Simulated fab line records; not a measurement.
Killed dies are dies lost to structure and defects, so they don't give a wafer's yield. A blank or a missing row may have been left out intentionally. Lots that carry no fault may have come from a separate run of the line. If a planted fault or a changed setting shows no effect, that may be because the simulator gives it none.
One fault through the eyes of 2 desks ; flow sfq line ; each desk holds nothing but its own numbers, with what lay behind them at the end

METROLOGY DESK
What the gauges read for every lot (on any tool): the sampled wafers with a number, averaged. Marked OUT: a lot whose mean sits more than 4 standard deviations from the usual mean, which makes it out of limits; the brackets give that distance.
Columns: A = M1_NB_RS at SFQ_M1_RS_MEAS_909, usual 0.893 ohm/sq
lot;first seen here;A
L445;day 17 10:28;0.891
L446;day 17 18:52;0.904
L447;day 18 00:49;0.897
L448;day 18 09:49;0.904
L450;day 18 18:58;0.891
L451;day 19 05:08;0.914
L452;day 21 00:19;0.888
L453;day 21 17:22;0.891
L454;day 22 19:44;0.893
L456;day 23 09:23;0.885
L458;day 23 21:25;0.887
L462;day 25 17:40;0.887
L464;day 26 13:01;0.838 (-5.8) OUT
L465;day 26 16:43;0.828 (-6.8) OUT
This desk's finding: out of limits on L464, L465; first on L464, day 26 13:01 (M1_NB_RS at SFQ_M1_RS_MEAS_909). L445, L446, L447, L448, L450, L451, L452, L453, L454, L456, L458, L462 stayed within limits.

AT THE TOOL OWNER'S DESK: pvd sputter-04
The tool's own readings at SFQ_TRILAYER_M1_DEP_SPUTTER_037 (material Nb, target thk 200 nm, time 133.3 s): means of the sampled wafers that have a number, for each lot that ran on this tool. Marked OUT: a lot whose mean sits more than 4 standard deviations from the usual mean, which makes it out of limits; the brackets give that distance.
Columns: A = throttle valve pct at SFQ_TRILAYER_M1_DEP_SPUTTER_037, usual 30.0 %
lot;first seen here;A
L445;day 17 10:20;29.6
L454;day 22 19:39;29.6
L456;day 23 09:17;29.2
L458;day 23 21:16;30.2
L462;day 25 17:34;29.0
L464;day 26 12:54;29.0
L465;day 26 16:37;29.1
This desk's verdict: no lot among the 7 shows anything out of limits.

PUT TOGETHER
Metrology desk: alarm possible at day 26 13:01 on L464, L465.
The tool owner's desk saw nothing out of limits.
The tool owner's desk has L464, L465 on record, within its limits.
Every lot named ran SFQ_TRILAYER_M1_DEP_SPUTTER_037 on pvd sputter-04.

WHAT WAS PUT IN BY THE SIMULATOR
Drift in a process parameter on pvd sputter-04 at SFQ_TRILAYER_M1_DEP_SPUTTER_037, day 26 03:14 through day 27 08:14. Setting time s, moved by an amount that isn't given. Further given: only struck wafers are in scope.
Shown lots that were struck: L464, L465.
Delay in hours, fault start to first out-of-limits reading, per desk: metrology desk 10.
